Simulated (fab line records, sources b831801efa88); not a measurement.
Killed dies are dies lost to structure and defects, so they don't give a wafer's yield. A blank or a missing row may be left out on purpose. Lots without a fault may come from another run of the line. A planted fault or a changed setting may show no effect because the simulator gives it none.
Which tool did it? | flow sky130 | 6 lots, 18 wafers sampled, at 3 steps of a route of 708

WHAT THE GAUGES READ, wafer by wafer
SKY_VIA2_BOW_MEAS_03.
lot  | measured     | on            | VIA2_BOW (um)
L660 | day 35 12:38 | film_metro-02 | 82 89 93
L662 | day 36 01:29 | film_metro-01 | 92 104 85
L664 | day 36 23:23 | film_metro-01 | 91 80 79
L668 | day 37 22:29 | film_metro-02 | 75 83 79
L677 | day 41 01:53 | film_metro-03 | 87 80 88
L681 | day 41 13:27 | film_metro-03 | 90 91 88

WHICH TOOL RAN EACH LOT (tool, then ch and the chambers of the sampled wafers, then the start)
lot  | SKY_VT_ADJUST_HVTP_DEVELOP_06     | SKY_METAL2_DESCUM_17
L660 | litho_track-02 ch 0, day 6 08:42  | rie_metal-04 ch 0,1, day 35 11:21
L662 | litho_track-03 ch 0, day 6 19:33  | rie_metal-01 ch 1, day 36 00:13
L664 | litho_track-04 ch 0, day 7 13:05  | rie_metal-01 ch 0,1, day 36 22:02
L668 | litho_track-02 ch 0, day 8 11:20  | rie_metal-02 ch 0,1, day 37 21:11
L677 | litho_track-04 ch 0, day 10 23:13 | rie_metal-04 ch 0,1, day 41 00:37
L681 | litho_track-02 ch 0, day 11 20:02 | rie_metal-01 ch 0,1, day 41 11:46
- SKY_VT_ADJUST_HVTP_DEVELOP_06: develop time 60 s.
- SKY_METAL2_DESCUM_17: chemistry O2, time 8 s.

THE ANSWER, worked out from the rows above alone
Rule: what is usual is taken from the lots themselves. Put in order of their means at a reading, lots are off if they are a third of the lots or fewer, leave a main group of 4 or more, and stand apart from it by a gap of 3 or more times the standard deviation of the main group's means; of several such gaps the widest counts. A main group whose means are all the same, to the digits that the tables above print for the reading, isn't used. A lot without any number at a reading at which 4 lots or more have one is off too. The other lots that the step has rows for count as sound.
No lot is off at any reading shown: from this, nothing can be told.

WHAT THE SIMULATOR HAD PUT IN
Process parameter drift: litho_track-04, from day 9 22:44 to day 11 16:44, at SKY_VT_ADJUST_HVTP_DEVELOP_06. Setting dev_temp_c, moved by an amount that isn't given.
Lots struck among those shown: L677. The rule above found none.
